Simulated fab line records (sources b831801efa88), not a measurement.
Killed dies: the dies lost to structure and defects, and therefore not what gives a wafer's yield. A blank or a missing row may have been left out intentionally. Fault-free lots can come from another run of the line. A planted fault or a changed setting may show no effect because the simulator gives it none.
A struck lot beside a sound one | flow sky130 | 17 out of 708 route steps
Sound: these wafers, L856.2, L856.4, L856.6. Wafers L857.3, L857.5, L857.6 were the ones struck. Last of all comes the cause.
Order at every step that has rows: each side's tool, ch and its chambers, its first start. Under that, the readings that differ: sound wafers | struck wafers | difference of the means | sigmas: that difference in standard deviations of wafers without a fault.
alike: readings with means less than 2 such deviations apart, plus words and numbers identical on both sides. not compared: withheld readings, readings lacking a value on some wafer, bounds such as >300 that could conceal the same value, and numbers that have no deviation in the record and whose values overlap.
The two part at a step that has a row with sigmas, a row that says differs or no value, or rows on one side only. Non-overlapping numbers with no deviation appear without sigmas and do not part them. A reading that every wafer of one side lacks parts them only if that side has two wafers or more.

first, 1 step without rows for these wafers: SKY_LDD_N_IMPLANT_15.
SKY_LDD_N_STRIP_16: strips in O2/N2.
  sound on plasma asher-04 ch 0,1, day 20 20:16; struck on plasma asher-01 ch 0,1, day 21 16:25
  alike: drypump motor current A, oes product au, strip time to endpoint s
  not compared: rf hours counter h
SKY_LDD_N_TW_MEAS_17:
  sound on film metro-01, day 20 20:22; struck on film metro-01, day 21 16:29
  alike: LDD_N_TW
then, 7 steps without rows for these wafers: SKY_LDD_P_DEHYDRATE_00 (time 60 s); SKY_LDD_P_HMDS_01 (prime time 60 s); SKY_LDD_P_COAT_02 (resist thk 1140 nm); SKY_LDD_P_SOFTBAKE_03 (time 60 s); SKY_LDD_P_EXPOSE_04 (exposes mask PSDM, target cd 380 nm); SKY_LDD_P_PEB_05; SKY_LDD_P_DEVELOP_06 (develop time 60 s).
SKY_LDD_P_CD_MEAS_07: the cd target is 380 nm.
  sound on cd sem-02, day 22 03:11; struck on cd sem-01, day 22 22:33
  alike: cd nm
SKY_LDD_P_OVL_MEAS_08:
  sound on overlay-01, day 22 03:17; struck on overlay-02, day 22 22:38
  alike: LDD_P_OVL
SKY_LDD_P_IMPLANT_09:
  sound on implanter-04 ch 0, day 22 03:20; struck on implanter-03 ch 0, day 22 22:43
  reading            | sound                            | struck                          | difference | sigmas
  dose ions cm2      | 1.0007e+13 1.0006e+13 1.0001e+13 | 1.073e+13 1.0729e+13 1.0714e+13 | +7.197e+11 | +77
  faraday current uA | 58.0 55.8 56.5                   | 61.9 59.9 59.2                  | +3.6       | +3
SKY_LDD_P_STRIP_10: strips in O2/N2.
  sound on plasma asher-02 ch 0,1, day 22 03:28; struck on plasma asher-02 ch 0,1, day 22 22:51
  alike: drypump motor current A, oes product au, strip time to endpoint s
  not compared: rf hours counter h
SKY_LDD_P_TW_MEAS_11:
  sound on film metro-02, day 22 03:35; struck on film metro-02, day 22 22:56
  reading  | sound       | struck      | difference | sigmas
  LDD_P_TW | 636 631 632 | 648 646 645 | +13        | +4
then, 1 step without rows for these wafers: SKY_LDD_HVN_DEHYDRATE_00 (time 60 s).
-- the record jumps here: 25 days lie between the struck wafers' starts before and after (it left off in module LDD_HVN and takes up again in module PAD_OPEN, whose first step shown is number 708 of the route) --
SKY_PAD_OPEN_PROBE_99:
  sound on prober-01, day 48 00:16; struck on prober-01, day 48 07:59
  reading                     | sound          | struck         | difference | sigmas
  model.etest.tip p.rs ohm sq | 6879 6944 6825 | 6416 6383 6425 | -475       |
  alike: killed_at_M0_to_M3, killed_at_M4_up, killed at contacts, killed at front end, killed at other, killed dies, killed open, killed short

## WHERE THEY PART
At SKY_LDD_P_IMPLANT_09 first; at SKY_LDD_P_TW_MEAS_11 last (within this record only). Later steps at which nothing parts them and some readings are alike: SKY_PAD_OPEN_PROBE_99.

WHY: what the simulator had put in
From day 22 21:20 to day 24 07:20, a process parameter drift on implanter-03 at SKY_LDD_P_IMPLANT_09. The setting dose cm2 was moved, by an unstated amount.
